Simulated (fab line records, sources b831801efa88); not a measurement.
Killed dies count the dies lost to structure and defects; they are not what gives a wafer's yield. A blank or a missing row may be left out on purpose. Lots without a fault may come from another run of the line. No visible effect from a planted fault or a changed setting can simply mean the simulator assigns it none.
Chamber matching ; flow sky130 ; 4 sister chambers for SKY_VIA4_CMP_21 on cmp-01
The step polishes, stops on SiO2, t overpolish 25 s, target thk 0 nm. 16 wafers are shown with their chamber, then 7 later ones without.

## WAFERS WITH THEIR CHAMBER
wafer;chamber;motorCurrentA (A);timeToEndpointS (s)
L720.2;2;10.1;129
L720.4;3;12.7;122
L720.5;1;11.8;119
L723.1;0;10.3;121
L723.5;0;10.1;123
L723.6;1;11.2;124
L726.1;0;10.2;125
L726.4;1;11.2;121
L726.5;3;12.3;119
L731.2;1;11.1;124
L731.3;3;13.5;125
L737.3;2;10.0;127
L737.5;3;12.9;121
L737.6;0;10.6;127
L740.1;0;10.4;126
L740.2;2;10.2;126

SIGNATURES, as means of the wafers listed above
reading;chamber 0;chamber 1;chamber 2;chamber 3;scatter within a chamber
motorCurrentA;10.320;11.325;10.100;12.850;0.32
timeToEndpointS;124.40;122.00;127.33;121.75;2.32
Rule: a wafer lies at a distance from a chamber equal to the root of the sum of squares, over the readings, of (its reading less the chamber's mean, divided by the reading's scatter). If the next closest chamber is less than 2 further off than the closest, the wafer can't be placed; otherwise it belongs to the closest. The scatter: take each reading less its chamber's mean, square it, sum over the shown wafers, divide by the number of wafers less the number of chambers, and take the root.

## WAFERS WITH NO CHAMBER GIVEN
wafer;motorCurrentA (A);timeToEndpointS (s)
L740.6;10.2;125
L741.1;13.5;123
L741.2;10.2;130
L741.3;10.8;132
L742.2;10.0;130
L742.3;11.3;132
L742.6;10.2;128

## CHAMBER TAKEN BY EACH
wafer;from the rows above;in truth
L740.6;can't be placed: 0 or 2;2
L741.1;3;3
L741.2;can't be placed: 2 or 0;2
L741.3;can't be placed: 2 or 0 or 1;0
L742.2;can't be placed: 2 or 0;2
L742.3;can't be placed: 2 or 1 or 0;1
L742.6;can't be placed: 2 or 0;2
Placed correctly: 1 of 7. These rows do not allow placing 6 (true chamber among the candidates in 6). 0 placed wrongly.
